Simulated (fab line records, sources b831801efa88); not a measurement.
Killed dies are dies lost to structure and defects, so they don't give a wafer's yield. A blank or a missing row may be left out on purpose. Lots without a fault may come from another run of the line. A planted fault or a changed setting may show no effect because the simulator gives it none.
fab line records | flow sky130
record lots=6 wafers=18 last_day=50
route steps=708 shown LDD_HVP@288 LDD_LDN@289 SPACER@304 POLY_CUT@307 SD_P@320 PAD_OPEN@708
lots that met no fault: from a run of the same line without faults
start_h: hours from the record's first day to the start of the lot's first wafer shown | wait_h: hours since the lot's step before | " the same as in the row above | L1.1+2: a row that stands for several wafers | - no value, or no start given | * or withheld: withheld | < > ~ a bound
route shown NAME@n: a module of which the file shows steps, and the number in the route of the first | usual: mean/standard deviation of fault-free wafers | same: alike in all rows | chamber/n: place in a boat | sites: the reading at each site | _std_site: their standard deviation | _edge_site: outer sites' mean less inner sites' | radius_mm: how far each site lies from the wafer's centre | mask NAME#n: copy n | behind: the tool/chamber that last shaped the wafer | hold: why the lot was held/for how many hours/how that ended | device: the transistor (n, p or np) that didn't switch | end of line: the same wafers' tests at the end of the route | a step without rows: its recipe alone | killed: dies lost to structure and defects at the first sort, not the wafer's yield | map: a wafer's dies, x killed, . not, _ none there
set.NAME: the setting as run; set.NAME@STEP: as run at that earlier step | model.NAME: the simulator's own value behind a step, which no gauge read
lots at some steps of the route; a table a step, a row a wafer
services: from which hour (start_h, from the record's first day; less than 0 if before it) a tool's chamber was out of use, for how many hours, and why
## steps
# step SKY_LDD_HVP_TW_MEAS_10
# usual LDD_HVP_TW=456.8/2.4
# columns lot.wafer tool chamber start_h wait_h LDD_HVP_TW
L566.1 film_metro-02 - 496.35 0.1 453.0
L566.5 " - " " 454.0
L566.6 " - " " 454.0
L569.2 film_metro-04 - 533.23 0.1 461.0
L569.3 " - " " 459.3
L569.5 " - " " 458.4
L570.1 film_metro-03 - 543.49 0.2 457.3
L570.2 " - " " 453.8
L570.4 " - " " 455.2
L578.2 film_metro-02 - 616.85 0.1 455.9
L578.3 " - " " 455.1
L578.5 " - " " 455.7
L579.1 film_metro-02 - 620.57 0.1 455.5
L579.2 " - " " 456.7
L579.3 " - " " 455.0
L587.1 film_metro-03 - 680.20 0.1 459.1
L587.3 " - " " 456.6
L587.4 " - " " 458.4
# step SKY_LDD_LDN_DEHYDRATE_00
# recipe temp_c=200 time_s=60
# step SKY_LDD_LDN_HMDS_01
# recipe prime_time_s=60 prime_temp_c=120
# step SKY_LDD_LDN_COAT_02
# recipe resist=NOVOLAK spin_rpm=3000 resist_thk_nm=1140
# step SKY_LDD_LDN_SOFTBAKE_03
# recipe temp_c=90 time_s=60 resist=NOVOLAK
# step SKY_LDD_LDN_EXPOSE_04
# recipe mask_id=LDNTM na=0.6 source_shape=conventional sigma_outer=0.6 polarization=unpolarized target_cd_nm=700 dose_mj=140
# step SKY_LDD_LDN_PEB_05
# recipe temp_c=withheld time_s=* resist=NOVOLAK
# step SKY_LDD_LDN_DEVELOP_06
# recipe resist=NOVOLAK developer=TMAH develop_time_s=60 dev_temp_c=23
# step SKY_LDD_LDN_OVL_MEAS_07
# usual LDD_LDN_OVL=-0.5/1.2
# columns lot.wafer tool chamber start_h wait_h LDD_LDN_OVL[nm]
L566.1 overlay-02 - 527.85 0.1 -2.2
L566.5 " - " " -0.3
L566.6 " - " " -0.1
L569.2 overlay-01 - 564.37 0.1 -2.4
L569.3 " - " " -0.3
L569.5 " - " " -0.7
L570.1 overlay-01 - 574.16 0.1 0.8
L570.2 " - " " -0.7
L570.4 " - " " 0.3
L578.2 overlay-02 - 646.02 0.1 -0.4
L578.3 " - " " 0.5
L578.5 " - " " -0.7
L579.1 overlay-01 - 649.80 0.1 -0.3
L579.2 " - " " -0.7
L579.3 " - " " -1.3
L587.1 overlay-01 - 708.26 0.1 -1.0
L587.3 " - " " 0.5
L587.4 " - " " -1.9
# step SKY_LDD_LDN_IMPLANT_08
# recipe species=As energy_kev=15 dose_cm2=1.25e+13 tilt_deg=withheld rotation_deg=23
# step SKY_LDD_LDN_IMPLANT_09
# recipe species=As energy_kev=15 dose_cm2=1.25e+13 tilt_deg=withheld rotation_deg=113
# step SKY_LDD_LDN_IMPLANT_10
# recipe species=As energy_kev=15 dose_cm2=1.25e+13 tilt_deg=withheld rotation_deg=203
# step SKY_LDD_LDN_IMPLANT_11
# recipe species=As energy_kev=15 dose_cm2=1.25e+13 tilt_deg=withheld rotation_deg=293
# columns lot.wafer tool chamber start_h wait_h
L566.1+5+6 implanter-02 0 528.34 0.1
L569.2+3+5 implanter-02 0 564.87 0.1
L570.1+2+4 implanter-04 0 574.64 0.1
L578.2+3+5 implanter-04 0 646.52 0.1
L579.1+2+3 implanter-04 0 650.29 0.1
L587.1+3+4 implanter-01 0 708.75 0.1
# step SKY_LDD_LDN_STRIP_12
# recipe chemistry=O2/N2 power_w=1400 pressure_mtorr=1500 platen_temp_c=withheld o2_flow_sccm=3000 n2_flow_sccm=300 overash_fraction=0.5
# usual chamber_pressure_mTorr=1499.8/1.4 drypump_motor_current_A=5.6/0.56 n2_flow_sccm=300.1/0.88 oes_product_au=0.716/0.0046 strip_time_to_endpoint_s=14.19/0.037
# columns lot.wafer tool chamber start_h wait_h chamber_pressure_mTorr drypump_motor_current_A n2_flow_sccm oes_product_au rf_hours_counter_h strip_time_to_endpoint_s
L566.1 plasma_asher-01 0 528.49 0.1 1500.4 5.0 300.3 0.714 10 14.21
L566.5 " 1 " " 1499.4 6.1 300.8 0.717 - 14.21
L566.6 " 0 " " 1500.9 5.0 299.8 0.712 - 14.21
L569.2 plasma_asher-01 0 565.00 0.1 1501.6 5.0 300.9 0.707 13 14.15
L569.3 " 0 " " 1501.0 5.0 300.1 0.720 - 14.14
L569.5 " 0 " " 1501.0 5.0 299.4 0.711 - 14.16
L570.1 plasma_asher-04 0 574.85 0.2 1499.5 5.0 300.2 0.726 75 14.18
L570.2 " 1 " " 1502.7 6.4 301.6 0.711 75 14.16
L570.4 " 1 " " 1501.1 6.3 300.9 0.718 - 14.14
L578.2 plasma_asher-02 1 646.65 0.1 1497.3 5.7 299.9 0.717 53 14.21
L578.3 " 0 " " 1502.5 5.3 299.1 0.711 - 14.16
L578.5 " 1 " " 1503.6 5.7 299.2 0.716 - 14.17
L579.1 plasma_asher-01 1 650.44 0.1 1499.4 6.1 299.3 0.716 22 14.23
L579.2 " 0 " " 1498.1 5.0 301.5 0.712 22 14.21
L579.3 " 1 " " 1498.9 6.1 299.6 0.717 - 14.23
L587.1 plasma_asher-04 1 708.90 0.1 1500.6 6.3 300.2 0.709 88 14.15
L587.3 " 1 " " 1498.1 6.3 299.7 0.722 - 14.14
L587.4 " 0 " " 1499.1 5.0 299.7 0.715 - 14.18
# step SKY_LDD_LDN_TW_MEAS_13
# usual LDD_LDN_TW=1491/7.4
# columns lot.wafer tool chamber start_h wait_h LDD_LDN_TW
L566.1 film_metro-01 - 528.59 0.1 1495
L566.5 " - " " 1497
L566.6 " - " " 1493
L569.2 film_metro-04 - 565.11 0.1 1499
L569.3 " - " " 1494
L569.5 " - " " 1493
L570.1 film_metro-04 - 574.95 0.1 1488
L570.2 " - " " 1500
L570.4 " - " " 1495
L578.2 film_metro-01 - 646.76 0.1 1497
L578.3 " - " " 1497
L578.5 " - " " 1491
L579.1 film_metro-03 - 650.54 0.1 1486
L579.2 " - " " 1487
L579.3 " - " " 1487
L587.1 film_metro-01 - 709.00 0.1 1505
L587.3 " - " " 1495
L587.4 " - " " 1502
# step SKY_LDD_LDN_CLEAN_14
# recipe chemistry=SC1/SC2 mix=1:4:20 temp_c=70 time_s=150 dry=n2_spin
# step SKY_SPACER_CVD_00
# recipe material=Si3N4 precursor=DCS/NH3 target_thk_nm=43.1 temp_c=770 time_s=740 pressure_mtorr=250
# step SKY_SPACER_THK_MEAS_01
# recipe reads=Si3N4_of_SPACER_CVD_00
# usual SPACER_CVD_00_THK=43.2/0.39
# columns lot.wafer tool chamber start_h wait_h SPACER_CVD_00_THK[nm]
L566.1 film_metro-02 - 529.91 0.0 42.8
L566.5 " - " " 42.8
L566.6 " - " " 42.7
L569.2 film_metro-04 - 567.03 0.0 43.4
L569.3 " - " " 43.3
L569.5 " - " " 43.4
L570.1 film_metro-02 - 576.57 0.0 42.6
L570.2 " - " " 42.9
L570.4 " - " " 42.7
L578.2 film_metro-04 - 648.20 0.0 42.8
L578.3 " - " " 42.3
L578.5 " - " " 43.1
L579.1 film_metro-04 - 653.03 0.0 43.7
L579.2 " - " " 43.6
L579.3 " - " " 43.4
L587.1 film_metro-04 - 711.51 0.0 42.9
L587.3 " - " " 42.7
L587.4 " - " " 42.9
# step SKY_SPACER_ETCHBACK_02
# recipe chemistry=CH3F/O2 target=Si3N4 stop_on=SiO2 source_w=400 bias_w=80 pressure_mtorr=25 ch3f_flow_sccm=40 O2_flow_sccm=30 time_s=46.7 target_depth_a=450
# usual chamber_pressure_mTorr=25.000/0.022 drypump_motor_current_A=5.8/0.51 oes_product_au=0.855/0.0057 throttle_valve_pct=10.562/0.0092
# columns lot.wafer tool chamber start_h wait_h chamber_pressure_mTorr drypump_motor_current_A oes_product_au rf_hours_counter_h throttle_valve_pct
L566.1 rie_diel-02 0 529.97 0.1 24.986 5.9 0.854 0 10.546
L566.5 " 2 " " 25.006 5.5 0.859 - 10.572
L566.6 " 3 " " 24.984 5.8 0.847 - 10.580
L569.2 rie_diel-03 1 567.08 0.0 25.029 6.0 0.864 57 10.557
L569.3 " 2 " " 25.007 4.8 0.856 8 10.573
L569.5 " 0 " " 25.009 6.0 0.849 - 10.565
L570.1 rie_diel-03 3 576.63 0.1 24.996 5.2 0.849 4 10.560
L570.2 " 1 " " 24.967 6.0 0.852 57 10.574
L570.4 " 1 " " 25.008 6.1 0.844 - 10.555
L578.2 rie_diel-03 1 648.25 0.0 24.985 6.1 0.853 59 10.565
L578.3 " 0 " " 25.006 6.0 0.852 51 10.552
L578.5 " 3 " " 24.991 5.2 0.855 - 10.569
L579.1 rie_diel-01 0 653.09 0.1 24.940 6.5 0.863 46 10.586
L579.2 " 2 " " 24.998 6.2 0.846 4 10.550
L579.3 " 3 " " 25.020 6.5 0.860 11 10.563
L587.1 rie_diel-03 0 711.57 0.1 25.011 6.0 0.850 53 10.579
L587.3 " 3 " " 24.983 5.2 0.850 7 10.560
L587.4 " 2 " " 25.013 4.7 0.860 11 10.562
# step SKY_POLY_CUT_DEHYDRATE_00
# recipe temp_c=200 time_s=60
# step SKY_POLY_CUT_HMDS_01
# recipe prime_time_s=60 prime_temp_c=120
# step SKY_POLY_CUT_COAT_02
# recipe resist=BARC temp_c=withheld time_s=withheld spin_rpm=3000 resist_thk_nm=60
# step SKY_POLY_CUT_COAT_03
# recipe resist=KrF-thick spin_rpm=3000 resist_thk_nm=450
# step SKY_POLY_CUT_SOFTBAKE_04
# recipe temp_c=100 time_s=90 resist=KrF-thick
# step SKY_POLY_CUT_EXPOSE_05
# recipe mask_id=NPCM na=0.8 source_shape=annular sigma_inner=0.55 sigma_outer=0.85 target_cd_nm=270 dose_mj=32
# step SKY_POLY_CUT_PEB_06
# recipe peb_temp_c=withheld peb_time_s=withheld resist=KrF-thick
# step SKY_POLY_CUT_DEVELOP_07
# recipe develop_time_s=60 resist=KrF-thick dev_temp_c=21
# step SKY_POLY_CUT_CD_MEAS_08
# recipe target_cd_nm=270
# usual cd_nm=270.3/1.5
# columns lot.wafer tool chamber start_h wait_h cd_nm
L566.1 cd_sem-02 - 560.65 - 271.1
L566.5 " - " " 269.0
L566.6 " - " " 270.2
L569.2 cd_sem-01 - 597.42 - 271.3
L569.3 " - " " 271.2
L569.5 " - " " 271.0
L570.1 cd_sem-01 - 606.58 - 270.2
L570.2 " - " " 271.8
L570.4 " - " " 270.9
L578.2 cd_sem-01 - 676.48 - 267.1
L578.3 " - " " 268.6
L578.5 " - " " 268.8
L579.1 cd_sem-01 - 681.86 - 270.5
L579.2 " - " " 269.0
L579.3 " - " " 269.5
L587.1 cd_sem-01 - 740.30 - 271.1
L587.3 " - " " 270.7
L587.4 " - " " 269.7
# step SKY_POLY_CUT_OVL_MEAS_09
# usual POLY_CUT_OVL=0/6.5
# columns lot.wafer tool chamber start_h wait_h POLY_CUT_OVL[nm]
L566.1 overlay-02 - 560.77 0.1 -2
L566.5 " - " " 4
L566.6 " - " " -3
L569.2 overlay-01 - 597.52 0.1 -5
L569.3 " - " " -9
L569.5 " - " " -5
L570.1 overlay-01 - 606.70 0.1 9
L570.2 " - " " 9
L570.4 " - " " 12
L578.2 overlay-01 - 676.58 0.1 -1
L578.3 " - " " 1
L578.5 " - " " 8
L579.1 overlay-01 - 682.00 0.1 -10
L579.2 " - " " 6
L579.3 " - " " -9
L587.1 overlay-02 - 740.42 0.1 0
L587.3 " - " " -3
L587.4 " - " " -5
# step SKY_POLY_CUT_ETCH_10
# recipe chemistry=N2/H2 target=BARC ion_energy_ev=200 source_w=500 bias_w=100 pressure_mtorr=30 n2_flow_sccm=100 h2_flow_sccm=200 stop_on=SiO2 time_s=45.9 target_depth_a=600
# usual chamber_pressure_mTorr=29.997/0.028 drypump_motor_current_A=5.6/0.6 n2_flow_sccm=100.0/0.33 oes_product_au=0.855/0.0049 throttle_valve_pct=13.225/0.0086
# columns lot.wafer tool chamber start_h wait_h chamber_pressure_mTorr drypump_motor_current_A n2_flow_sccm oes_product_au rf_hours_counter_h throttle_valve_pct
L566.1 rie_diel-03 1 560.81 0.0 29.960 6.0 100.0 0.851 57 13.237
L566.5 " 3 " " 30.027 5.2 100.0 0.856 - 13.214
L566.6 " 0 " " 29.969 6.0 99.8 0.860 - 13.223
L569.2 rie_diel-01 1 597.55 0.0 29.963 5.6 100.1 0.857 13 13.220
L569.3 " 2 " " 30.015 6.2 100.1 0.852 3 13.222
L569.5 " 1 " " 29.990 5.6 100.0 0.856 - 13.223
L570.1 rie_diel-01 3 606.74 0.0 30.064 6.5 100.2 0.849 10 13.227
L570.2 " 1 " " 29.975 5.6 100.4 0.855 13 13.230
L570.4 " 2 " " 30.015 6.2 99.5 0.854 3 13.236
L578.2 rie_diel-01 2 676.61 0.0 30.067 6.2 99.4 0.852 5 13.229
L578.3 " 1 " " 29.953 5.6 100.2 0.856 14 13.236
L578.5 " 0 " " 30.010 6.6 99.9 0.855 - 13.213
L579.1 rie_diel-04 2 682.03 0.0 29.996 5.9 99.8 0.855 12 13.237
L579.2 " 3 " " 30.002 5.0 100.3 0.859 25 13.210
L579.3 " 1 " " 29.968 4.9 99.6 0.857 14 13.227
L587.1 rie_diel-04 2 740.46 0.0 29.967 5.9 101.3 0.862 14 13.214
L587.3 " 3 " " 30.038 5.0 100.3 0.856 27 13.209
L587.4 " 0 " " 30.023 5.2 99.6 0.852 8 13.245
# step SKY_POLY_CUT_ETCH_11
# recipe target=Si3N4 chemistry=CF4/CH2F2/Ar stop_on=poly-Si source_w=600 bias_w=150 pressure_mtorr=40 cf4_flow_sccm=40 ch2f2_flow_sccm=20 Ar_flow_sccm=150 time_s=42.5 target_depth_a=600
# usual chamber_pressure_mTorr=40.00/0.033 drypump_motor_current_A=5.6/0.6 oes_product_au=0.831/0.0065 throttle_valve_pct=14.994/0.01
# columns lot.wafer tool chamber start_h wait_h chamber_pressure_mTorr drypump_motor_current_A oes_product_au rf_hours_counter_h throttle_valve_pct
L566.1 rie_diel-03 1 560.85 0.0 39.99 6.1 0.826 57 14.977
L566.5 " 3 " " 40.05 5.2 0.824 - 14.992
L566.6 " 0 " " 39.97 6.0 0.818 - 14.982
L569.2 rie_diel-01 1 597.60 0.0 39.95 5.6 0.836 13 14.987
L569.3 " 2 " " 39.96 6.2 0.826 3 14.996
L569.5 " 1 " " 39.97 5.6 0.838 - 14.989
L570.1 rie_diel-01 3 606.78 0.0 39.96 6.5 0.845 10 14.987
L570.2 " 1 " " 39.97 5.6 0.823 13 14.998
L570.4 " 2 " " 39.99 6.2 0.826 3 15.009
L578.2 rie_diel-01 2 676.65 0.0 40.00 6.2 0.841 5 14.993
L578.3 " 1 " " 39.98 5.6 0.837 14 14.980
L578.5 " 0 " " 40.04 6.5 0.840 - 15.006
L579.1 rie_diel-04 2 682.08 0.0 40.01 5.9 0.833 12 14.990
L579.2 " 3 " " 39.95 5.0 0.831 25 15.007
L579.3 " 1 " " 40.02 4.9 0.833 14 14.990
L587.1 rie_diel-04 2 740.50 0.0 40.00 5.8 0.821 14 14.981
L587.3 " 3 " " 40.00 5.0 0.831 27 14.991
L587.4 " 0 " " 40.03 5.2 0.826 8 15.003
# step SKY_POLY_CUT_STRIP_12
# recipe chemistry=O2/N2 power_w=1400 pressure_mtorr=1500 platen_temp_c=withheld o2_flow_sccm=3000 n2_flow_sccm=300 overash_fraction=0.5
# usual chamber_pressure_mTorr=1500.1/1.5 drypump_motor_current_A=5.6/0.53 n2_flow_sccm=300.0/0.91 oes_product_au=0.453/0.0044 strip_time_to_endpoint_s=5.367/0.016
# columns lot.wafer tool chamber start_h wait_h chamber_pressure_mTorr drypump_motor_current_A n2_flow_sccm oes_product_au rf_hours_counter_h strip_time_to_endpoint_s
L566.1 plasma_asher-04 0 560.89 0.0 1499.4 5.0 299.6 0.450 73 5.336
L566.5 " 1 " " 1499.3 6.4 299.9 0.447 - 5.367
L566.6 " 0 " " 1499.6 5.0 300.9 0.451 - 5.370
L569.2 plasma_asher-04 0 597.64 0.0 1499.0 5.0 301.0 0.460 77 5.396
L569.3 " 0 " " 1501.8 5.0 299.5 0.449 - 5.381
L569.5 " 1 " " 1499.9 6.4 299.2 0.462 - 5.365
L570.1 plasma_asher-03 1 606.82 0.0 1498.7 5.8 299.9 0.455 87 5.350
L570.2 " 0 " " 1500.3 5.6 300.4 0.460 87 5.364
L570.4 " 0 " " 1500.0 5.6 299.7 0.443 - 5.340
L578.2 plasma_asher-01 0 676.70 0.0 1501.0 5.0 300.4 0.442 24 5.345
L578.3 " 1 " " 1501.9 6.1 301.1 0.453 - 5.349
L578.5 " 1 " " 1502.5 6.1 301.8 0.443 - 5.362
L579.1 plasma_asher-01 1 682.12 0.0 1500.1 6.1 300.7 0.459 25 5.335
L579.2 " 0 " " 1500.3 5.0 300.3 0.451 25 5.360
L579.3 " 1 " " 1498.6 6.1 298.8 0.446 - 5.361
L587.1 plasma_asher-04 1 740.54 0.0 1498.8 6.4 301.2 0.450 91 5.364
L587.3 " 1 " " 1499.8 6.3 301.6 0.447 - 5.361
L587.4 " 0 " " 1500.1 5.0 299.3 0.448 - 5.373
# step SKY_SD_P_DEHYDRATE_00
# recipe temp_c=200 time_s=60
# step SKY_SD_P_HMDS_01
# recipe prime_time_s=60 prime_temp_c=120
# step SKY_SD_P_COAT_02
# recipe resist=NOVOLAK spin_rpm=3000 resist_thk_nm=1140
# step SKY_SD_P_SOFTBAKE_03
# recipe temp_c=90 time_s=60 resist=NOVOLAK
# step SKY_SD_P_EXPOSE_04
# recipe mask_id=PSDM na=0.6 source_shape=conventional sigma_outer=0.6 polarization=unpolarized target_cd_nm=380 dose_mj=138
# step SKY_SD_P_PEB_05
# recipe temp_c=withheld time_s=* resist=NOVOLAK
# step SKY_SD_P_DEVELOP_06
# recipe resist=NOVOLAK developer=TMAH develop_time_s=60 dev_temp_c=23
# step SKY_SD_P_CD_MEAS_07
# recipe target_cd_nm=380
# usual cd_nm=380.4/2.4
# columns lot.wafer tool chamber start_h wait_h cd_nm
L566.1 cd_sem-02 - 591.53 0.1 382.9
L566.5 " - " " 378.8
L566.6 " - " " 382.1
L569.2 cd_sem-02 - 626.83 0.1 381.9
L569.3 " - " " 381.2
L569.5 " - " " 383.8
L570.1 cd_sem-01 - 637.25 0.1 375.8
L570.2 " - " " 378.3
L570.4 " - " " 375.1
L578.2 cd_sem-02 - 706.05 0.1 383.5
L578.3 " - " " 382.5
L578.5 " - " " 381.4
L579.1 cd_sem-02 - 709.83 0.1 381.1
L579.2 " - " " 380.0
L579.3 " - " " 382.0
L587.1 cd_sem-01 - 767.61 0.1 380.9
L587.3 " - " " 381.3
L587.4 " - " " 379.5
# step SKY_SD_P_OVL_MEAS_08
# usual SD_P_OVL=0.6/1.5
# columns lot.wafer tool chamber start_h wait_h SD_P_OVL[nm]
L566.1 overlay-01 - 591.65 0.1 1.1
L566.5 " - " " 0.8
L566.6 " - " " 1.7
L569.2 overlay-02 - 626.94 0.1 0.1
L569.3 " - " " 1.3
L569.5 " - " " 1.6
L570.1 overlay-02 - 637.37 0.1 -1.1
L570.2 " - " " -1.2
L570.4 " - " " -1.8
L578.2 overlay-01 - 706.16 0.1 3.3
L578.3 " - " " 4.6
L578.5 " - " " 2.2
L579.1 overlay-01 - 709.95 0.1 1.4
L579.2 " - " " -0.5
L579.3 " - " " 2.3
L587.1 overlay-01 - 767.73 0.1 -0.2
L587.3 " - " " 0.7
L587.4 " - " " -0.2
# step SKY_SD_P_IMPLANT_09
# recipe species=BF2 energy_kev=20 dose_cm2=3e+15 tilt_deg=0
# step SKY_PAD_OPEN_PROBE_99
# usual killed_at_M0_to_M3=43/7.1 killed_at_M4_up=3.2/1.9 killed_at_contacts=23/5.1 killed_at_front_end=15/4.5 killed_at_other=0.4/0.65 killed_dies=85/9.4 killed_open=47/6.8 killed_short=38/6.1
# same gross_dies=492 killed_at_back_side=0
# columns lot.wafer tool chamber start_h wait_h killed_at_M0_to_M3 killed_at_M4_up killed_at_contacts killed_at_front_end killed_at_other killed_dies killed_open killed_short model.etest.tip_sonos.rs_ohm_sq_range
L566.1 prober-02 - 1082.61 0.1 43 6 23 11 1 84 42 42 60.04
L566.5 prober-02 - 1082.81 0.2 42 6 28 11 0 87 57 30 44.38
L566.6 prober-02 - 1082.86 0.2 48 2 19 23 0 92 48 44 50.64
L569.2 prober-01 - 1109.91 0.1 49 3 27 12 2 93 57 36 45.27
L569.3 prober-01 - 1109.96 0.2 54 6 27 13 0 100 48 52 49.46
L569.5 prober-01 - 1110.06 0.2 44 3 11 21 0 79 41 38 20.22
L570.1 prober-02 - 1115.78 0.1 34 1 35 13 0 83 46 34 33.69
L570.2 prober-02 - 1115.83 0.1 52 1 20 14 0 87 50 33 30.37
L570.4 prober-02 - 1115.93 0.2 45 7 23 18 0 93 61 31 40.41
L578.2 prober-02 - 1162.62 0.1 40 4 24 15 0 83 49 34 73.78
L578.3 prober-02 - 1162.67 0.2 33 5 28 15 0 81 55 26 59.79
L578.5 prober-02 - 1162.77 0.2 32 3 26 20 0 81 49 32 103.2
L579.1 prober-01 - 1162.92 0.1 32 7 19 20 0 78 42 35 27.76
L579.2 prober-01 - 1162.97 0.1 43 2 22 15 0 82 43 39 77.14
L579.3 prober-01 - 1163.02 0.2 36 0 22 18 0 76 41 35 42.46
L587.1 prober-01 - 1198.58 0.1 45 4 23 9 0 81 33 48 40.9
L587.3 prober-01 - 1198.68 0.2 41 1 20 17 0 79 41 36 36.93
L587.4 prober-01 - 1198.73 0.2 23 7 27 14 1 72 45 25 30.25
# killed by level:class
L566.1 VIA1:geometric_particle:open=12 VIA3:geometric_particle:open=8 CONTACT:geometric_particle:open=7 METAL4:geometric_particle:short=6 VIA3:geometric_particle:short=6 LOCAL_INTERCONNECT:geometric_particle:short=5 LI_CONTACT:geometric_particle:open=4 POLY_GATE:geometric_particle:short=4
L566.5 VIA1:geometric_particle:open=12 VIA3:geometric_particle:open=11 LI_CONTACT:geometric_particle:open=9 CONTACT:geometric_particle:open=8 CONTACT:geometric_particle:short=6 FIELD_ISO:geometric_particle:open=5 VIA1:geometric_particle:short=4 VIA2:geometric_particle:open=4
L566.6 VIA1:geometric_particle:open=12 FIELD_ISO:geometric_particle:open=8 METAL1:geometric_particle:short=7 VIA2:geometric_particle:open=7 POLY_GATE:geometric_particle:short=6 VIA1:geometric_particle:short=6 CONTACT:geometric_particle:open=6 LI_CONTACT:geometric_particle:open=5
L569.2 CONTACT:geometric_particle:open=12 VIA1:geometric_particle:open=12 VIA2:geometric_particle:open=11 VIA1:geometric_particle:short=7 POLY_GATE:geometric_particle:open=5 LI_CONTACT:geometric_particle:open=5 METAL1:geometric_particle:short=5 VIA3:geometric_particle:open=5
L569.3 VIA1:geometric_particle:open=10 CONTACT:geometric_particle:open=9 FIELD_ISO:geometric_particle:short=7 VIA1:geometric_particle:short=7 VIA3:geometric_particle:open=7 LI_CONTACT:geometric_particle:short=6 VIA2:geometric_particle:open=6 METAL1:geometric_particle:short=5
L569.5 VIA1:geometric_particle:open=12 POLY_GATE:geometric_particle:open=6 VIA3:geometric_particle:open=6 METAL2:geometric_particle:short=5 VIA2:geometric_particle:short=5 VIA2:geometric_particle:open=5 FIELD_ISO:geometric_particle:short=4 METAL1:geometric_particle:short=4
L570.1 LI_CONTACT:geometric_particle:open=11 CONTACT:geometric_particle:open=10 VIA3:geometric_particle:open=6 LI_CONTACT:geometric_particle:short=5 CONTACT:geometric_particle:short=5 VIA1:geometric_particle:short=5 METAL2:geometric_particle:short=5 POLY_GATE:geometric_particle:open=4
L570.2 VIA1:geometric_particle:open=14 METAL2:geometric_particle:short=8 CONTACT:geometric_particle:open=8 POLY_GATE:geometric_particle:open=6 LI_CONTACT:geometric_particle:open=5 VIA3:geometric_particle:open=5 VIA2:geometric_particle:open=4 VIA1:geometric_particle:short=4
L570.4 VIA1:geometric_particle:open=11 VIA2:geometric_particle:open=10 CONTACT:geometric_particle:open=9 VIA3:geometric_particle:open=7 LI_CONTACT:geometric_particle:open=6 VIA1:geometric_particle:short=6 FIELD_ISO:geometric_particle:open=5 POLY_GATE:geometric_particle:short=4
L578.2 VIA1:geometric_particle:open=9 VIA1:geometric_particle:short=8 CONTACT:geometric_particle:open=8 FIELD_ISO:geometric_particle:open=7 LI_CONTACT:geometric_particle:open=7 VIA2:geometric_particle:open=6 CONTACT:geometric_particle:short=4 SPACER:geometric_particle:open=3
L578.3 CONTACT:geometric_particle:open=13 VIA1:geometric_particle:open=11 LI_CONTACT:geometric_particle:open=7 VIA2:geometric_particle:open=6 FIELD_ISO:geometric_particle:open=5 VIA3:geometric_particle:open=5 LOCAL_INTERCONNECT:geometric_particle:short=4 METAL4:geometric_particle:short=3
L578.5 LI_CONTACT:geometric_particle:open=9 CONTACT:geometric_particle:open=9 METAL1:geometric_particle:short=7 FIELD_ISO:geometric_particle:short=6 FIELD_ISO:geometric_particle:open=5 VIA1:geometric_particle:open=5 VIA2:geometric_particle:open=5 CONTACT:geometric_particle:short=4
L579.1 CONTACT:geometric_particle:open=10 VIA3:geometric_particle:open=10 METAL4:geometric_particle:short=6 FIELD_ISO:geometric_particle:short=5 POLY_GATE:geometric_particle:short=5 FIELD_ISO:geometric_particle:open=4 VIA3:geometric_particle:short=4 VIA2:geometric_particle:open=4
L579.2 VIA1:geometric_particle:open=11 CONTACT:geometric_particle:open=7 VIA3:geometric_particle:open=7 VIA2:geometric_particle:open=6 LOCAL_INTERCONNECT:geometric_particle:short=6 FIELD_ISO:geometric_particle:short=5 METAL1:geometric_particle:short=5 LI_CONTACT:geometric_particle:open=4
L579.3 VIA1:geometric_particle:open=8 VIA3:geometric_particle:open=8 CONTACT:geometric_particle:open=7 FIELD_ISO:geometric_particle:open=5 POLY_GATE:geometric_particle:short=5 LI_CONTACT:geometric_particle:open=5 CONTACT:geometric_particle:short=5 METAL1:geometric_particle:short=5
L587.1 METAL1:geometric_particle:short=9 VIA1:geometric_particle:short=9 VIA3:geometric_particle:open=9 LI_CONTACT:geometric_particle:open=7 LOCAL_INTERCONNECT:geometric_particle:short=6 METAL2:geometric_particle:short=6 CONTACT:geometric_particle:open=5 VIA1:geometric_particle:open=4
L587.3 VIA1:geometric_particle:open=14 LOCAL_INTERCONNECT:geometric_particle:short=7 LI_CONTACT:geometric_particle:open=5 VIA3:geometric_particle:open=5 METAL2:geometric_particle:short=5 VIA2:geometric_particle:open=5 FIELD_ISO:geometric_particle:short=4 POLY_GATE:geometric_particle:short=4
L587.4 CONTACT:geometric_particle:open=8 VIA1:geometric_particle:open=8 POLY_GATE:geometric_particle:open=6 CONTACT:geometric_particle:short=6 LI_CONTACT:geometric_particle:open=5 LI_CONTACT:geometric_particle:short=3 LOCAL_INTERCONNECT:geometric_particle:open=3 VIA2:geometric_particle:open=3
## services
# columns tool chamber start_h hours kind
rie_diel-03 3 505.41 1.2 repair
rie_diel-04 - 506.10 2.8 pm
implanter-01 - 506.35 4.4 pm
rie_diel-02 3 507.41 2.7 repair
implanter-02 - 510.53 3.9 repair
rie_diel-04 1 519.75 25.9 repair
rie_diel-01 - 525.73 2.8 pm
rie_diel-02 3 535.11 2.4 repair
rie_diel-03 - 540.48 1.0 repair
rie_diel-02 - 548.03 28.1 pm
plasma_asher-01 - 571.96 3.2 repair
rie_diel-01 0 574.98 1.5 repair
rie_diel-03 2 575.26 4.1 repair
rie_diel-01 3 594.16 2.5 repair
rie_diel-04 2 605.21 2.5 repair
plasma_asher-01 - 633.67 4.3 pm
implanter-02 - 635.89 6.2 pm
implanter-04 - 635.98 5.2 repair
rie_diel-03 2 659.72 13.1 repair
rie_diel-04 1 671.05 8.7 repair
rie_diel-01 0 694.37 5.2 repair
rie_diel-04 0 717.81 13.3 repair
rie_diel-01 2 718.74 3.6 repair
implanter-04 - 723.03 2.2 repair
## key
first_sign none at tools or gauges
model_effect step=SKY_PAD_OPEN_PROBE_99 value=etest.tip_sonos.rs_ohm_sq_range without=47.03 struck=84.71
met_at SKY_LDD_LDN_IMPLANT_11
struck_wafers L578.2,L578.5,L579.2
tester_left_out L578,L579
onset_between 574.64 646.52
fault kind=process_parameter_drift tool=implanter-04 chamber=- onset_h=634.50 steps=SKY_LDD_LDN_IMPLANT_11 channel=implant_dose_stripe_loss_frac offset=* shape=step end_h=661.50 scope=struck_wafers_only
# tester_left_out: of these lots the tester's yield and bins aren't shown, on N5 and GAA mostly nor the transistor test; their killed dies are dies lost to structure and defects alone, not to doping, threshold or leakage, so they don't give the yield
